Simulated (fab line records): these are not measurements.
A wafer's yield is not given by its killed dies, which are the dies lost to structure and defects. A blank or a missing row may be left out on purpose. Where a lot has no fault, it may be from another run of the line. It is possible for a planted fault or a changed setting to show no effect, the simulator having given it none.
fab line records -- flow sfq-line
[record] lots = 7, wafers = 21, last-day = 92
route steps=325 shown R5@221 I5@228
lots untouched by any fault: they come from a run of this same line in which no faults occurred
start-h: hours from the record's opening day to when the first of the lot's shown wafers began -- wait-h: hours since the lot's step before -- " identical to the entry in the row above -- L1.1+2: several wafers, shown together as one row -- - no value present, or no start provided -- * or withheld: withheld -- < > ~ a bound
route shown NAME@n: a module of which the file shows steps, and the number in the route of the first -- usual: the fault-free wafers' mean and standard deviation -- same: alike in all rows -- chamber/n: place in a boat -- sites: each site's reading -- _std_site: the standard deviation of these -- _edge_site: the outer-site mean with the inner-site mean subtracted -- radius-mm: for every site, how far away it sits from the centre of the wafer -- mask NAME#n: copy n -- behind: the tool/chamber that last shaped the wafer -- hold: the reason the lot was held/the length of the hold in hours/how it ended -- device: whichever transistor did not switch (one of n, p or np) -- end of line: the tests these same wafers got at the end of their route -- a step with no rows: only its recipe -- killed: dies lost to structure and defects at the first sort, not the wafer's yield -- map: dies across one wafer; x = killed, . = not, _ = none there
set.NAME: the setting as run; set.NAME@STEP: as run at that earlier step -- model.NAME: the simulator's own value behind a step, which no gauge read
lots seen at some steps along the route; tables by step, rows by wafer
services: from which hour (start-h, from the record's first day; less than 0 if before it) a tool's chamber was out of use, for how many hours, and why
[[steps]]
[step SFQ_TRILAYER_R5_LITHO_PEB_139]
[recipe] peb-temp-c = 115, peb-time-s = 60, resist = KrF
[step SFQ_TRILAYER_R5_LITHO_DEVELOP_138]
[recipe] time-s = 60, resist = KrF
[step SFQ_R5_OVL_MEAS_935]
[usual] R5_OVL = -1/4.9
lot.wafer,tool,chamber,start-h,wait-h,R5_OVL[nm]
L227.3,overlay-02,-,1530.33,0.1,-5
L227.4,overlay-02,-,1530.33,0.1,-12
L227.6,overlay-02,-,1530.33,0.1,-8
L228.2,overlay-01,-,1539.27,0.1,4
L228.4,overlay-01,-,1539.27,0.1,3
L228.5,overlay-01,-,1539.27,0.1,3
L229.1,overlay-02,-,1568.10,0.1,-4
L229.5,overlay-02,-,1568.10,0.1,2
L229.6,overlay-02,-,1568.10,0.1,7
L230.1,overlay-01,-,1571.68,0.1,-5
L230.3,overlay-01,-,1571.68,0.1,0
L230.4,overlay-01,-,1571.68,0.1,-1
L231.1,overlay-02,-,1633.90,0.1,-7
L231.3,overlay-02,-,1633.90,0.1,-6
L231.6,overlay-02,-,1633.90,0.1,1
L238.3,overlay-02,-,1819.55,0.1,2
L238.4,overlay-02,-,1819.55,0.1,3
L238.5,overlay-02,-,1819.55,0.1,5
L244.2,overlay-01,-,1890.80,0.1,5
L244.3,overlay-01,-,1890.80,0.1,-3
L244.4,overlay-01,-,1890.80,0.1,1
[step SFQ_TRILAYER_R5_BARC_OPEN_METAL_ETCH_177]
[recipe] mask-material = PR, chemistry = O2, target-depth-nm = 125, target = BARC, icp-w = 610.9, bias-w = 80, pressure-mtorr = 10, time-s = 41.7
[usual] bias-w = 80.01/0.26, drypump-motor-current-A = 5.7/0.38, oes-product-au = 0.685/0.0044
lot.wafer,tool,chamber,start-h,wait-h,bias-w,drypump-motor-current-A,oes-product-au,rf-hours-counter-h
L227.3,rie-metal-02,0,1530.40,0.1,79.68,5.1,0.682,-
L227.4,rie-metal-02,0,1530.40,0.1,79.50,5.1,0.684,-
L227.6,rie-metal-02,0,1530.40,0.1,79.84,5.0,0.679,-
L228.2,rie-metal-01,1,1539.30,0.0,80.26,6.0,0.691,102
L228.4,rie-metal-01,1,1539.30,0.0,79.93,6.0,0.682,-
L228.5,rie-metal-01,0,1539.30,0.0,80.02,6.1,0.685,-
L229.1,rie-metal-04,0,1568.14,0.0,79.86,5.8,0.682,72
L229.5,rie-metal-04,0,1568.14,0.0,80.14,5.8,0.684,-
L229.6,rie-metal-04,1,1568.14,0.0,80.23,6.0,0.688,-
L230.1,rie-metal-02,0,1571.72,0.0,80.31,5.1,0.684,28
L230.3,rie-metal-02,1,1571.72,0.0,80.04,5.4,0.680,-
L230.4,rie-metal-02,0,1571.72,0.0,80.02,5.1,0.683,-
L231.1,rie-metal-02,0,1633.94,0.0,80.30,5.1,0.688,35
L231.3,rie-metal-02,0,1633.94,0.0,80.22,5.1,0.689,-
L231.6,rie-metal-02,1,1633.94,0.0,79.85,5.4,0.693,-
L238.3,rie-metal-04,1,1819.60,0.0,79.66,6.0,0.683,-
L238.4,rie-metal-04,0,1819.60,0.0,79.56,5.8,0.680,-
L238.5,rie-metal-04,1,1819.60,0.0,79.52,6.0,0.687,-
L244.2,rie-metal-01,1,1890.83,0.0,80.08,5.9,0.693,20
L244.3,rie-metal-01,0,1890.83,0.0,80.01,6.1,0.686,-
L244.4,rie-metal-01,1,1890.83,0.0,80.11,6.0,0.684,-
[step SFQ_TRILAYER_R5_ETCH_METAL_ETCH_139]
[recipe] stop-on = SiO2, mask-material = PR, chemistry = Cl2, target-depth-nm = 60, icp-w = 600, bias-w = 80, pressure-mtorr = 10, time-s = 40
[usual] bias-w = 80.01/0.23, drypump-motor-current-A = 5.7/0.37, oes-product-au = 0.990/0.0064
lot.wafer,tool,chamber,start-h,wait-h,bias-w,drypump-motor-current-A,oes-product-au,rf-hours-counter-h
L227.3,rie-metal-02,0,1530.51,0.1,80.42,5.1,0.987,-
L227.4,rie-metal-02,0,1530.51,0.1,79.97,5.1,0.992,-
L227.6,rie-metal-02,0,1530.51,0.1,80.27,5.1,0.979,-
L228.2,rie-metal-01,1,1539.36,0.0,79.98,6.0,0.994,102
L228.4,rie-metal-01,1,1539.36,0.0,79.58,6.0,0.988,-
L228.5,rie-metal-01,0,1539.36,0.0,79.66,6.1,0.994,-
L229.1,rie-metal-04,0,1568.20,0.0,80.24,5.7,0.990,72
L229.5,rie-metal-04,0,1568.20,0.0,80.26,5.8,0.984,-
L229.6,rie-metal-04,1,1568.20,0.0,80.11,6.0,0.989,-
L230.1,rie-metal-02,0,1571.78,0.0,79.57,5.1,0.992,28
L230.3,rie-metal-02,1,1571.78,0.0,80.28,5.4,0.998,-
L230.4,rie-metal-02,0,1571.78,0.0,79.73,5.1,0.986,-
L231.1,rie-metal-02,0,1634.00,0.0,80.21,5.1,0.994,35
L231.3,rie-metal-02,0,1634.00,0.0,80.20,5.1,0.994,-
L231.6,rie-metal-02,1,1634.00,0.0,79.84,5.4,0.991,-
L238.3,rie-metal-04,1,1819.66,0.0,79.98,6.0,0.990,-
L238.4,rie-metal-04,0,1819.66,0.0,80.09,5.8,0.998,-
L238.5,rie-metal-04,1,1819.66,0.0,79.64,6.0,0.989,-
L244.2,rie-metal-01,1,1890.89,0.0,79.98,6.0,0.991,20
L244.3,rie-metal-01,0,1890.89,0.0,79.90,6.1,0.996,-
L244.4,rie-metal-01,1,1890.89,0.0,80.24,6.0,0.994,-
[step SFQ_TRILAYER_R5_STRIP_STRIP_140]
[recipe] gas = O2, power-w = 200, platen-temp-c = 40, overash-fraction = 0.65, chemistry = O2, pressure-mtorr = 50
[usual] drypump-motor-current-A = 5.7/0.37, oes-product-au = 1.001/0.011
lot.wafer,tool,chamber,start-h,wait-h,drypump-motor-current-A,oes-product-au,rf-hours-counter-h
L227.3,rie-metal-02,0,1530.99,0.5,5.1,0.985,-
L227.4,rie-metal-02,0,1530.99,0.5,5.1,0.977,-
L227.6,rie-metal-02,0,1530.99,0.5,5.1,0.983,-
L228.2,rie-metal-01,1,1539.42,0.0,5.9,0.999,102
L228.4,rie-metal-01,1,1539.42,0.0,6.0,1.002,-
L228.5,rie-metal-01,0,1539.42,0.0,6.1,0.978,-
L229.1,rie-metal-04,0,1568.26,0.0,5.8,0.998,72
L229.5,rie-metal-04,0,1568.26,0.0,5.8,1.011,-
L229.6,rie-metal-04,1,1568.26,0.0,6.0,0.999,-
L230.1,rie-metal-02,0,1571.83,0.0,5.1,0.993,28
L230.3,rie-metal-02,1,1571.83,0.0,5.4,0.987,-
L230.4,rie-metal-02,0,1571.83,0.0,5.1,0.997,-
L231.1,rie-metal-02,0,1634.06,0.0,5.1,0.983,35
L231.3,rie-metal-02,0,1634.06,0.0,5.1,0.977,-
L231.6,rie-metal-02,1,1634.06,0.0,5.4,0.987,-
L238.3,rie-metal-04,1,1819.90,0.2,6.0,1.015,-
L238.4,rie-metal-04,0,1819.90,0.2,5.8,1.016,-
L238.5,rie-metal-04,1,1819.90,0.2,6.0,0.995,-
L244.2,rie-metal-01,1,1890.95,0.0,6.0,1.003,20
L244.3,rie-metal-01,0,1890.95,0.0,6.1,0.995,-
L244.4,rie-metal-01,1,1890.95,0.0,6.0,1.004,-
[step SFQ_TRILAYER_R5_STRIP_SOLV_CLEAN_141]
[recipe] chemistry = NMP, temp-c = 70, time-s = 600
[step SFQ_TRILAYER_A5C_DEP_PECVD_142]
[recipe] material = SiO2, temp-c = 150, time-s = 15.556, pressure-torr = 2.4, rf-w = 183.3, precursor = SiH4/N2O, target-thk-nm = 70
[usual] heater-power-w = 79/8.1, throttle-valve-pct = 24.2/1.2
lot.wafer,tool,chamber,start-h,wait-h,heater-power-w,throttle-valve-pct
L227.3,pecvd-02,1,1531.97,0.0,85,22.2
L227.4,pecvd-02,1,1531.97,0.0,85,22.3
L227.6,pecvd-02,0,1531.97,0.0,93,24.5
L228.2,pecvd-02,2,1540.19,0.0,77,23.5
L228.4,pecvd-02,2,1540.19,0.0,77,23.8
L228.5,pecvd-02,0,1540.19,0.0,85,24.5
L229.1,pecvd-02,1,1569.03,0.0,90,22.4
L229.5,pecvd-02,2,1569.03,0.0,74,23.7
L229.6,pecvd-02,1,1569.03,0.0,90,22.3
L230.1,pecvd-01,2,1572.61,0.0,83,22.8
L230.3,pecvd-01,0,1572.61,0.0,80,23.8
L230.4,pecvd-01,2,1572.61,0.0,81,22.9
L231.1,pecvd-02,1,1634.83,0.0,90,22.7
L231.3,pecvd-02,2,1634.83,0.0,81,23.7
L231.6,pecvd-02,1,1634.83,0.0,91,22.5
L238.3,pecvd-04,1,1820.47,0.0,76,27.0
L238.4,pecvd-04,0,1820.47,0.0,70,23.3
L238.5,pecvd-04,1,1820.47,0.0,74,26.8
L244.2,pecvd-02,0,1891.74,0.0,84,24.8
L244.3,pecvd-02,2,1891.74,0.0,82,24.2
L244.4,pecvd-02,0,1891.74,0.0,85,24.6
[step SFQ_TRILAYER_I5_LITHO_COAT_149]
[recipe] resist = BARC, spin-rpm = 3000, resist-thk-nm = 62
[step SFQ_TRILAYER_I5_LITHO_COAT_144]
[recipe] resist = KrF, spin-rpm = 3000, resist-thk-nm = 650
[step SFQ_TRILAYER_I5_LITHO_SOFTBAKE_148]
[recipe] temp-c = withheld, time-s = withheld, resist = KrF
[step SFQ_TRILAYER_I5_LITHO_EXPOSE_145]
[recipe] mask-id = I5, na = 0.6, source-shape = conventional, sigma-outer = 0.65, target-cd-nm = 700, dose-mj = 21.3
[step SFQ_TRILAYER_I5_LITHO_PEB_147]
[recipe] peb-temp-c = 115, peb-time-s = 59.16, resist = KrF
[usual] chill-plate-temp-C = 23.01/0.12, exhaust-pa = 45.0/0.95, heater-power-total-W = 79.53/0.065, peb-time-s = 59.16/0
lot.wafer,tool,chamber,start-h,wait-h,chill-plate-temp-C,exhaust-pa,heater-power-total-W,peb-time-s
L227.3,litho-track-02,0,1630.50,0.7,23.19,45.7,79.59,59.16
L227.4,litho-track-02,0,1630.50,0.7,23.18,45.1,79.54,59.16
L227.6,litho-track-02,0,1630.50,0.7,23.01,45.1,79.53,59.16
L228.2,litho-track-04,0,1634.20,0.8,23.03,44.0,79.56,59.16
L228.4,litho-track-04,0,1634.20,0.8,22.95,45.8,79.53,59.16
L228.5,litho-track-04,0,1634.20,0.8,23.04,44.6,79.47,59.16
L229.1,litho-track-04,-,1650.69,1.0,-,-,-,-
L229.5,litho-track-04,-,1650.69,1.0,-,-,-,-
L229.6,litho-track-04,-,1650.69,1.0,-,-,-,-
L230.1,litho-track-02,-,1654.29,1.0,-,-,-,-
L230.3,litho-track-02,-,1654.29,1.0,-,-,-,-
L230.4,litho-track-02,-,1654.29,1.0,-,-,-,-
L231.1,litho-track-03,-,1699.69,1.0,-,-,-,-
L231.3,litho-track-03,-,1699.69,1.0,-,-,-,-
L231.6,litho-track-03,-,1699.69,1.0,-,-,-,-
L238.3,litho-track-03,0,1886.95,0.7,23.01,47.1,79.42,59.16
L238.4,litho-track-03,0,1886.95,0.7,23.16,45.8,79.51,59.16
L238.5,litho-track-03,0,1886.95,0.7,23.15,46.4,79.43,59.16
L244.2,litho-track-02,0,1968.60,0.8,22.80,44.1,79.59,59.16
L244.3,litho-track-02,0,1968.60,0.8,22.76,45.2,79.54,59.16
L244.4,litho-track-02,0,1968.60,0.8,22.78,46.2,79.47,59.16
[step SFQ_TRILAYER_I5_LITHO_DEVELOP_146]
[recipe] time-s = 60, resist = KrF
[[services]]
tool,chamber,start-h,hours,kind
pecvd-01,-,1516.96,0.9,repair
rie-metal-02,1,1520.47,-,clean
pecvd-04,-,1552.32,0.8,pm
pecvd-04,2,1558.68,2.7,repair
rie-metal-01,-,1617.52,2.6,repair
rie-metal-04,1,1621.07,14.7,repair
pecvd-01,2,1623.26,1.7,repair
pecvd-01,-,1641.08,6.0,pm
rie-metal-02,0,1644.65,6.6,repair
pecvd-01,-,1696.65,0.9,repair
rie-metal-01,1,1697.43,6.2,repair
rie-metal-01,-,1702.62,10.0,pm
pecvd-04,-,1732.46,3.1,repair
rie-metal-04,1,1743.25,4.9,repair
rie-metal-02,0,1748.95,9.8,repair
pecvd-04,-,1751.13,2.8,pm
pecvd-04,0,1786.25,8.3,repair
pecvd-04,1,1822.77,27.6,repair
pecvd-02,-,1842.44,2.8,pm
pecvd-01,-,1855.37,5.5,pm
rie-metal-01,-,1874.49,1.5,repair
pecvd-02,-,1877.24,0.7,repair
pecvd-04,-,1888.13,1.1,repair
pecvd-04,2,1935.78,16.6,repair
[[key]]
[first-sign] step = SFQ_TRILAYER_I5_LITHO_PEB_147, reading = tool-record, direction = missing
effect none on later readings
met-at SFQ_TRILAYER_I5_LITHO_PEB_147
struck-wafers L229.1,L229.5,L229.6,L230.1,L230.3,L230.4,L231.1,L231.3,L231.6
onset-between 1634.20 1650.69
[fault] kind = skipped-step-whole, tool = litho-track-02,litho-track-03,litho-track-04, chamber = -, onset-h = 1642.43, steps = SFQ_TRILAYER_I5_LITHO_PEB_147, scope = struck-lots-only
